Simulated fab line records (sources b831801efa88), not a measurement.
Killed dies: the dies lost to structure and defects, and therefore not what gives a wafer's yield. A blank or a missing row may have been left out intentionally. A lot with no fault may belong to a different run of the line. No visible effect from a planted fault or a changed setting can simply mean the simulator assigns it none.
Chamber matching | flow gf180mcu | GF_PASSIVATION_ETCH_11 on rie diel-03: 3 sister chambers
The step etches the open film in CF4/O2, stops on TiN, target depth 2040 nm, time 453.3 s. 6 wafers are shown with their chamber, then 6 later ones without.

== WAFERS WITH THEIR CHAMBER ==
wafer  | chamber | oes product au (a.u.) | throttle valve pct (%)
L080.3 | 1       | 0.990                 | 5.965
L080.4 | 3       | 0.993                 | 5.971
L085.2 | 1       | 0.986                 | 5.953
L085.3 | 2       | 0.986                 | 5.973
L085.6 | 3       | 0.996                 | 5.944
L091.1 | 2       | 0.992                 | 5.972

== WAFERS WHOSE CHAMBER IS MISSING ==
wafer  | oes product au (a.u.) | throttle valve pct (%)
L092.2 | 0.990                 | 5.967
L092.3 | 0.993                 | 5.968
L092.4 | 0.990                 | 5.963
L096.1 | 0.984                 | 5.961
L096.3 | 0.991                 | 5.985
L096.4 | 0.984                 | 5.971

== CHAMBER TAKEN BY EACH ==
wafer  | from the rows above          | in truth
L092.2 | can't be placed: 2 or 1 or 3 | 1
L092.3 | can't be placed: 3 or 2 or 1 | 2
L092.4 | can't be placed: 1 or 2 or 3 | 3
L096.1 | can't be placed: 1 or 2      | 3
L096.3 | can't be placed: 2 or 1 or 3 | 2
L096.4 | can't be placed: 2 or 1 or 3 | 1
Placed correctly: 0 of 6. These rows do not allow placing 6 (true chamber among the candidates in 5). 0 placed wrongly.
How it was worked out, from the rows above alone: a wafer's distance from a chamber is the root of the sum, over the readings, of the square of ((its reading less the chamber's mean) divided by the reading's scatter). The wafer belongs to the nearest chamber; if the next one is less than 2 further off, it can't be placed. Each chamber's mean is taken over the wafers shown for it. The scatter: the root of (the sum of the squares of (reading less its chamber's mean) over the shown wafers, divided by (wafers less chambers)).
